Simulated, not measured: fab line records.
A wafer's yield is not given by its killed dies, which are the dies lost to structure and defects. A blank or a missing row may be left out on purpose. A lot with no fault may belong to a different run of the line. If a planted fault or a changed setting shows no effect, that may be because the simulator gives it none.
A lot that was struck, set against a sound lot | flow sky130 | 16 out of 708 route steps
Sound: the wafers L846.4, L846.5, L846.6. Wafers L853.1, L853.2, L853.3 were the ones struck. Last of all comes the cause.
Each step with rows lists, per side, the tool, then ch with its chambers, then its first start. Under that, the readings that differ: sound wafers | struck wafers | difference of the means | sigmas: that difference in standard deviations of wafers without a fault.
alike: same words and numbers on both sides, and readings whose means sit less than 2 such deviations apart. not compared: any withheld reading, any reading some wafer has no value for, any bound like >300 that may hide the same value, and any number with overlapping values for which the record gives no deviation.
A row with sigmas, a row that says differs or no value, or rows on one side alone: a step with any of these is where the two part. When numbers do not overlap yet have no deviation, they are printed without sigmas and do not part them. A reading that every wafer of one side lacks parts them only if that side has two wafers or more.

first, 2 steps without rows for these wafers: SKY_METAL3_PEB_11; SKY_METAL3_DEVELOP_12 (develop time 58.83 s).
SKY_METAL3_CD_MEAS_13 targets a cd of 300 nm.
  sound: cd sem-01 at day 39 09:13; struck: cd sem-02 at day 42 06:31
  alike: cd nm
SKY_METAL3_OVL_MEAS_14:
  sound: overlay-02 at day 39 09:17; struck: overlay-02 at day 42 06:38
  alike: METAL3_OVL
SKY_METAL3_DESCUM_15: chemistry O2, time 8 s.
  sound on rie metal-03 ch 0,1, day 39 09:19; struck on rie metal-02 ch 0,1, day 42 06:41
  alike: drypump motor current A, oes product au
  not compared: rf hours counter h
SKY_METAL3_ETCH_16: etches BARC in N2/H2, stops on SiO2, time 88.2 s, target depth 60 nm.
  sound on rie metal-03 ch 0,1, day 39 09:22; struck on rie metal-02 ch 0,1, day 42 06:43
  alike: drypump motor current A, oes product au, throttle valve pct
  not compared: rf hours counter h
SKY_METAL3_ETCH_17: etches SiO2 in C4F8/O2/Ar, stops on TiN, time 3.9 s, target depth 15 nm.
  sound on rie diel-02 ch 1,2,3, day 39 09:26; struck on rie diel-02 ch 0,1,2, day 42 06:49
  alike: oes product au
SKY_METAL3_METAL_ETCH_18: etches the open film in Cl2/BCl3, stops on SiO2, target depth 845 nm, time 183.1 s.
  sound on rie metal-02 ch 0,1, day 39 09:31; struck on rie metal-04 ch 0,1, day 42 06:50
  reading                     | sound       | struck      | difference | sigmas
  drypump motor current A (A) | 5.0 4.9 5.0 | 5.7 6.0 6.1 | +1.0       | +2
  alike: bcl3 flow sccm, mfc cl2 sccm, oes product au, throttle valve pct
  not compared: rf hours counter h
then, 4 steps without rows for these wafers: SKY_METAL3_STRIP_19 (strips in O2/N2); SKY_METAL3_STRIP_20 (strips in post etch residue remover, time 1200 s); SKY_METAL3_CLEAN_21 (cleans in IPA, time 180 s); SKY_METAL3_CLEAN_22 (cleans in O3/DIW).
SKY_VIA3_HDPCVD_00: deposits SiO2, target thk 1635 nm, time 272.5 s.
  sound on hdpcvd-02 ch 0,1,2, day 39 10:19; struck on hdpcvd-02 ch 0,1,2, day 42 07:36
  reading                                  | sound          | struck         | difference | sigmas
  model.SiO2_of_VIA3_HDPCVD_00.thk nm (nm) | 1651 1665 1646 | 2788 2791 2826 | +1148      |
SKY_VIA3_THK_MEAS_01:
  sound: film metro-03 at day 39 10:25; struck: film metro-04 at day 42 07:49
  reading              | sound          | struck         | difference | sigmas
  VIA3_HDPCVD_THK (nm) | 1651 1666 1647 | 2788 2791 2827 | +1147      | +72
SKY_VIA3_CMP_02: polishes SiO2.
  sound on cmp-01 ch 1,2, day 39 10:27; struck on cmp-02 ch 0,1,3, day 42 10:02
  alike: motor current A
-- the record jumps here: 6 days lie between the struck wafers' starts before and after (it left off in module VIA3 and takes up again in module PAD_OPEN, whose first step shown is number 708 of the route) --
SKY_PAD_OPEN_PROBE_99:
  sound: prober-02 at day 46 09:34; struck: prober-02 at day 48 21:08
  alike: defect limited yield, killed_at_M0_to_M3, killed_at_M4_up, killed at contacts, killed at front end, killed at other, killed dies, killed on rim, killed open, killed short, sort_bin_3_pad_short, sort_bin_5_function, sort_bin_6_memory, sort n pass, sort yield pct

## WHERE THEY PART
First at SKY_METAL3_METAL_ETCH_18; last, within this record, at SKY_VIA3_THK_MEAS_01. Later steps at which nothing parts them and some readings are alike: SKY_VIA3_CMP_02, SKY_PAD_OPEN_PROBE_99.

WHY: whatever the simulator had introduced
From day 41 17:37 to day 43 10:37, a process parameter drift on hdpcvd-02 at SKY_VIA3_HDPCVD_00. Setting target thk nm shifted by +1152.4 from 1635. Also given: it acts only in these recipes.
